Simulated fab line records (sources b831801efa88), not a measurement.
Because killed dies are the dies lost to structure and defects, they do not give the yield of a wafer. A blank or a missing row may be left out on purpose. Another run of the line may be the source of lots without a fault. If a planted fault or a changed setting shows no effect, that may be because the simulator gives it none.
A single fault, viewed from 2 desks	flow gf180mcu	numbers are kept per desk, each desk with only its own; the story behind them comes last

== DESK OF THE TOOL OWNER: iline_stepper-02 ==
The tool's own readings at GF_NSD_EXPOSE_04 (exposes mask Nplus, target cd 400 nm): means of the sampled wafers that have a number, for each lot that ran on this tool. Any lot whose mean is over 4 standard deviations away from the usual mean is out of limits and marked OUT; that distance is given in the brackets.
Columns: A = reticle_temp_C at GF_NSD_EXPOSE_04, usual 22.99 C
lot	first seen here	A
L209	day 13 02:11	22.90
L213	day 14 05:52	23.06
L214	day 14 18:35	22.91
L217	day 16 04:35	23.04
L218	day 17 02:30	22.96
L220	day 17 20:12	22.99
This desk found nothing out of limits on any of the 6 lots.

== THE METROLOGY DESK ==
Means of the sampled wafers that have a number, per lot and without regard to the tool the lot ran on: this is what the gauges read. Any lot whose mean is over 4 standard deviations away from the usual mean is out of limits and marked OUT; that distance is given in the brackets.
Columns: A = HV_LDD_01_OVL at GF_HV_LDD_OVL_MEAS_20, usual 0.2 nm; B = HV_LDD_2_TW at GF_HV_LDD_TW_MEAS_23, usual 1057; C = HV_LDD_4_TW at GF_HV_LDD_TW_MEAS_50, usual 571; D = NSD_OVL at GF_NSD_OVL_MEAS_08, usual -0.3 nm
lot	first seen here	A	B	C	D
L208	day 10 17:58	-1.0	1076	556	0.1
L209	day 11 00:18	1.1	1077	584	-1.7
L210	day 11 04:55	-0.7	1074	566	0.8
L211	day 11 15:12	-0.1	1036	562	0.5
L212	day 11 20:13	1.8	1038	560	1.3
L213	day 12 00:54	-0.1	1081	581	-0.4
L214	day 12 12:17	-0.3	1078	572	0.1
L217	day 13 18:54	1.2	1079	559	-3.0
L218	day 14 14:32	-0.9	1058	580	-116.5 (-89) OUT
L220	day 15 07:47	1.8	1085	562	-117.1 (-90) OUT
L223	day 15 20:13	1.0	1053	581	-0.2
L226	day 16 07:58	2.0	1054	582	-0.1
L229	day 17 08:51	0.8	1039	561	1.1
L230	day 17 14:11	-1.3	1044	568	-1.3
This desk reports L218, L220 out of limits; the earliest was L218 at day 17 13:54 (NSD_OVL at GF_NSD_OVL_MEAS_08). L208, L209, L210, L211, L212, L213, L214, L217, L223, L226, L229, L230: within limits.

== TAKEN TOGETHER ==
The metrology desk could have raised an alarm at day 17 13:54, on L218, L220.
The tool owner's desk saw nothing out of limits.
Tool owner's desk: L218, L220 on record, inside its limits.
The lots listed all ran GF_NSD_EXPOSE_04 on iline_stepper-02.

== WHAT THE SIMULATOR PUT IN ==
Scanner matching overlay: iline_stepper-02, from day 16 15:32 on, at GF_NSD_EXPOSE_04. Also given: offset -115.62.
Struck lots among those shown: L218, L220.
Time in hours between the start of the fault and the first out-of-limits reading at each desk: metrology desk, 22.
